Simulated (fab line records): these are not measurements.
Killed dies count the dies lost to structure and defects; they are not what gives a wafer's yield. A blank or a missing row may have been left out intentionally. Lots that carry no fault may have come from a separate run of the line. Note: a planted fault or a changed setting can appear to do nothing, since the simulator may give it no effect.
Problem report, 8D (eight disciplines) form, completed by code + flow gf180mcu + the parts of the form that need people (team, actions taken, sign-off) are left out

1. THE PROBLEM
NSD_RS at GF_PSD_RS_MEAS_14 reads a mean of 46.94 ohm/sq on 3 wafers of 3 lots; wafers without a fault read 46.12 ohm/sq with a standard deviation of 0.081. That puts it +10 standard deviations away from the usual mean.
The step: measures by four-point-probe.
Earliest sighting: wafer L582.3 on film_metro-03 at day 18 20:45. At this step, 40 wafers from 14 lots have a number in the record. By rule, "out" or "out of limits" means more than 4 standard deviations away from the usual mean. The other wafers with a number count as sound.

2. WHAT IT IS, AND WHAT IT ISN'T
| question                    | is                           | is not                                                                                       |
|-----------------------------|------------------------------|----------------------------------------------------------------------------------------------|
| which readings at this step | NSD_RS                       | -                                                                                            |
| which lots                  | L582, L583, L584             | L569, L570, L572, L576, L577, L578, L579, L581, L590, L591, L592                             |
| which wafers of those lots  | L582.3, L583.3, L584.3       | L582.2, L583.1, L584.2, L584.5                                                               |
| read on which gauges        | film_metro-01, film_metro-03 | film_metro-04                                                                                |
| when                        | from day 18 20:45            | up to then (25 sound wafers); but 12 sound wafers of L583, L584, L590, L591, L592 came after |

3. SUSPECTS, AND WHAT RULES EACH OUT
Counting: any tool at a process step up to the reading remains a suspect provided it ran every lot that is out. Sound lots after the first of them don't rule it out here, since some wafers of a struck lot are sound.
- the gauge at GF_PSD_RS_MEAS_14: ruled out. 2 gauges (film_metro-01, film_metro-03) read the wafers that are out.
- implanter-01 at GF_NSD_IMPLANT_10: kept. Ran every lot that is out, first one L582 (day 17 20:16); last sound lot up to then L578 (day 16 09:59). Out on those wafers are its own readings of beam_on_s, faraday_current_uA.
Left after counting: implanter-01 at GF_NSD_IMPLANT_10.

4. THE CAUSE (what the simulator had put in)
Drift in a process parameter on implanter-01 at GF_NSD_IMPLANT_10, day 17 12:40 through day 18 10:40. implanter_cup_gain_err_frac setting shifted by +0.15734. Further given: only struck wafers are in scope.
This tool alone remained once counting was done.

5. SEQUENCE OF EFFECTS, ordered by route
Each row: a reading whose mean over the struck wafers that have a number lies more than 3 standard deviations from the usual. Only readings whose record carries a usual standard deviation are examined. hours: median over the lots of the time between each lot's start at the first step of this table that gives one and its start at this step. sigmas: the change, counted in usual standard deviations.
| hours | step              | reading            | usual        | on struck wafers | change | sigmas |
|-------|-------------------|--------------------|--------------|------------------|--------|--------|
| 0     | GF_NSD_IMPLANT_10 | beam_on_s          | 9.98 s       | 8.42             | -1.56  | -7.8   |
| 0     | GF_NSD_IMPLANT_10 | faraday_current_uA | 2793         | 3308             | +515   | +9.5   |
| 24    | GF_PSD_RS_MEAS_14 | NSD_RS             | 46.12 ohm/sq | 46.94            | +0.82  | +10    |
Its process steps:
- GF_NSD_IMPLANT_10

6. WHAT WOULD HAVE CAUGHT IT SOONER
Counted from the fault's start at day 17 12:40, it took 32 hours until the first out-of-limits reading at a measuring or inspecting step in this record, taken at day 18 20:45.
At GF_NSD_IMPLANT_10, the tool's own readings (beam_on_s, faraday_current_uA) were out on each struck wafer the step has a row for, so an alarm limit on them would have fired on the first such wafer.
By day 18 20:45, every lot that is out (3) had started GF_NSD_IMPLANT_10 on implanter-01. A hold on the tool at that time would have spared none of them.
